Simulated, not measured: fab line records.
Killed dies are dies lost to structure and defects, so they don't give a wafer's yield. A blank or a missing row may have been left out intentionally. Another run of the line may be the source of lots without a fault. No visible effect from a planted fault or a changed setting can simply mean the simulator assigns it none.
Struck lot and sound lot, side by side -- flow sky130 -- 18 steps out of a route of 708
Sound: the wafers L947.1, L947.2, L947.6. Wafers L937.3, L937.4 were the ones struck. Last of all comes the cause.
Each step with rows lists, per side, the tool, then ch with its chambers, then its first start. Under that, the readings that differ: sound wafers -- struck wafers -- difference of the means -- sigmas: that difference in standard deviations of wafers without a fault.
alike: same words and numbers on both sides, and readings whose means sit less than 2 such deviations apart. not compared: any withheld reading, any reading some wafer has no value for, any bound like >300 that may hide the same value, and any number with overlapping values for which the record gives no deviation.
Wherever a step has rows on one side only, a row that says differs or no value, or a row with sigmas, the two part there. Numbers that don't overlap but have no deviation are shown without sigmas and don't part them. Lack of a reading on every wafer of one side parts them only where that side has two or more wafers.

first, 3 steps without rows for these wafers: SKY_POLY_CUT_EXPOSE_05 (exposes mask NPCM, target cd 270 nm); SKY_POLY_CUT_PEB_06; SKY_POLY_CUT_DEVELOP_07 (develop time 60 s).
SKY_POLY_CUT_CD_MEAS_08: target cd 270 nm.
  sound on cd_sem-01, day 31 21:40; struck on cd_sem-01, day 28 11:26
  alike: cd_nm
SKY_POLY_CUT_OVL_MEAS_09:
  sound on overlay-02, day 31 21:47; struck on overlay-01, day 28 11:31
reading,sound,struck,difference,sigmas
POLY_CUT_OVL (nm),-9 -6 -7,4 2,+10,+2
SKY_POLY_CUT_ETCH_10: etches BARC in N2/H2, stops on SiO2, time 45.9 s, target depth 60 nm.
  sound on rie_diel-02 ch 1,2,3, day 31 21:50; struck on rie_diel-04 ch 1,3, day 28 11:33
  alike: drypump_motor_current_A, oes_product_au, throttle_valve_pct
  not compared: rf_hours_counter_h
SKY_POLY_CUT_ETCH_11: etches Si3N4 in CF4/CH2F2/Ar, stops on poly-Si, time 42.5 s, target depth 60 nm.
  sound on rie_diel-02 ch 1,2,3, day 31 21:52; struck on rie_diel-04 ch 1,3, day 28 11:35
reading,sound,struck,difference,sigmas
mfc_ar_sccm (sccm),149.9 149.4 150.1,150.6 150.8,+0.9,+2
  alike: drypump_motor_current_A, oes_product_au, throttle_valve_pct
  not compared: rf_hours_counter_h
SKY_POLY_CUT_STRIP_12: strips in O2/N2.
  sound on plasma_asher-02 ch 0,1, day 31 21:55; struck on plasma_asher-04 ch 0,1, day 28 11:40
  alike: drypump_motor_current_A, oes_product_au, strip_time_to_endpoint_s
  not compared: rf_hours_counter_h
then, 4 steps without rows for these wafers: SKY_SD_P_DEHYDRATE_00 (time 60 s); SKY_SD_P_HMDS_01 (prime time 60 s); SKY_SD_P_COAT_02 (resist thk 1140 nm); SKY_SD_P_SOFTBAKE_03 (time 60 s).
SKY_SD_P_EXPOSE_04: exposes mask PSDM, target cd 380 nm.
  sound on iline_stepper-02 ch 0, day 32 11:32; struck on iline_stepper-02 ch 0, day 29 02:13
  alike: mask
then, 2 steps without rows for these wafers: SKY_SD_P_PEB_05; SKY_SD_P_DEVELOP_06 (develop time 60 s).
SKY_SD_P_CD_MEAS_07: target cd 380 nm.
  sound on cd_sem-02, day 33 00:53; struck on cd_sem-01, day 29 16:44
reading,sound,struck,difference,sigmas
cd_nm (nm),381.0 381.8 384.0,362.9 364.9,-18.4,-7
SKY_SD_P_OVL_MEAS_08:
  sound on overlay-02, day 33 01:01; struck on overlay-01, day 29 16:50
  alike: SD_P_OVL
-- a jump in the record: the struck wafers' starts before and after are 20 days apart (it breaks off in module SD_P and resumes in module PAD_OPEN, where the first step shown is number 708 of the route) --
SKY_PAD_OPEN_PROBE_99:
  the record has rows for the struck wafers here (prober-02, day 49 04:59) and none for the sound ones

== WHERE THEY PART ==
At SKY_POLY_CUT_OVL_MEAS_09 first; at SKY_PAD_OPEN_PROBE_99 last (within this record only).

WHY: what the simulator had put in
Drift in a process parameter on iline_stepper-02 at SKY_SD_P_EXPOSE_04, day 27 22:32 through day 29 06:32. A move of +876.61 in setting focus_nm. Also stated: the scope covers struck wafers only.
